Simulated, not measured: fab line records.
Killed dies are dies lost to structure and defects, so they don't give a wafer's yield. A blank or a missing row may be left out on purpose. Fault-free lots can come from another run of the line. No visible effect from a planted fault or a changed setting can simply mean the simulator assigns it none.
Matching of chambers :: flow gf180mcu :: 4 sister chambers for GF_V2_CMP_26 on cmp-01
The step polishes, stops on SiO2, t overpolish 15 s, target thk 0 nm. 8 wafers are shown with their chamber, then 12 later ones without.

## WAFERS WITH THEIR CHAMBER
wafer: L086.1
chamber: 2
motor-current-A (A): 10.3
time-to-endpoint-s (s): 84

wafer: L086.5
chamber: 0
motor-current-A (A): 8.1
time-to-endpoint-s (s): 79

wafer: L089.1
chamber: 1
motor-current-A (A): 11.3
time-to-endpoint-s (s): 90

wafer: L089.2
chamber: 3
motor-current-A (A): 10.3
time-to-endpoint-s (s): 84

wafer: L089.3
chamber: 2
motor-current-A (A): 9.8
time-to-endpoint-s (s): 84

wafer: L090.3
chamber: 3
motor-current-A (A): 10.1
time-to-endpoint-s (s): 80

wafer: L090.5
chamber: 1
motor-current-A (A): 10.8
time-to-endpoint-s (s): 87

wafer: L090.6
chamber: 0
motor-current-A (A): 9.0
time-to-endpoint-s (s): 79

## WAFERS MISSING THEIR CHAMBER
wafer: L092.1
motor-current-A (A): 9.1
time-to-endpoint-s (s): 80

wafer: L092.2
motor-current-A (A): 10.4
time-to-endpoint-s (s): 86

wafer: L092.4
motor-current-A (A): 10.0
time-to-endpoint-s (s): 82

wafer: L093.3
motor-current-A (A): 10.9
time-to-endpoint-s (s): 86

wafer: L093.4
motor-current-A (A): 10.1
time-to-endpoint-s (s): 80

wafer: L093.6
motor-current-A (A): 9.2
time-to-endpoint-s (s): 79

wafer: L094.3
motor-current-A (A): 10.0
time-to-endpoint-s (s): 87

wafer: L094.4
motor-current-A (A): 11.4
time-to-endpoint-s (s): 89

wafer: L094.5
motor-current-A (A): 9.5
time-to-endpoint-s (s): 87

wafer: L096.1
motor-current-A (A): 10.5
time-to-endpoint-s (s): 84

wafer: L096.2
motor-current-A (A): 11.2
time-to-endpoint-s (s): 85

wafer: L096.5
motor-current-A (A): 10.1
time-to-endpoint-s (s): 82

## CHAMBER TAKEN BY EACH
wafer: L092.1
from the rows above: can't be placed: 0 or 3 or 2
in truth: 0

wafer: L092.2
from the rows above: can't be placed: 2 or 1 or 3
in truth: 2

wafer: L092.4
from the rows above: can't be placed: 3 or 2
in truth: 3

wafer: L093.3
from the rows above: can't be placed: 1 or 2 or 3
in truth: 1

wafer: L093.4
from the rows above: can't be placed: 3 or 2
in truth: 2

wafer: L093.6
from the rows above: can't be placed: 0 or 3 or 2
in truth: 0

wafer: L094.3
from the rows above: can't be placed: 2 or 1 or 3
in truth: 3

wafer: L094.4
from the rows above: 1
in truth: 1

wafer: L094.5
from the rows above: can't be placed: 2 or 3 or 1
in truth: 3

wafer: L096.1
from the rows above: can't be placed: 2 or 3 or 1
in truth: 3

wafer: L096.2
from the rows above: can't be placed: 1 or 2 or 3
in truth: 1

wafer: L096.5
from the rows above: can't be placed: 3 or 2
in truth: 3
1 of 12 placed correctly. From these rows, 11 cannot be placed; in 11 the true chamber is one of the candidates. Placed wrongly: 0.
How it was worked out, from the rows above alone: a wafer's distance from a chamber is the root of the sum, over the readings, of the square of ((its reading less the chamber's mean) divided by the reading's scatter). If the next closest chamber is less than 2 further off than the closest, the wafer can't be placed; otherwise it belongs to the closest. Each chamber's mean is taken over the wafers shown for it. How the scatter is found: for the shown wafers, subtract from each reading the mean of its chamber, square and add these, divide the total by (wafers less chambers), then take the root.
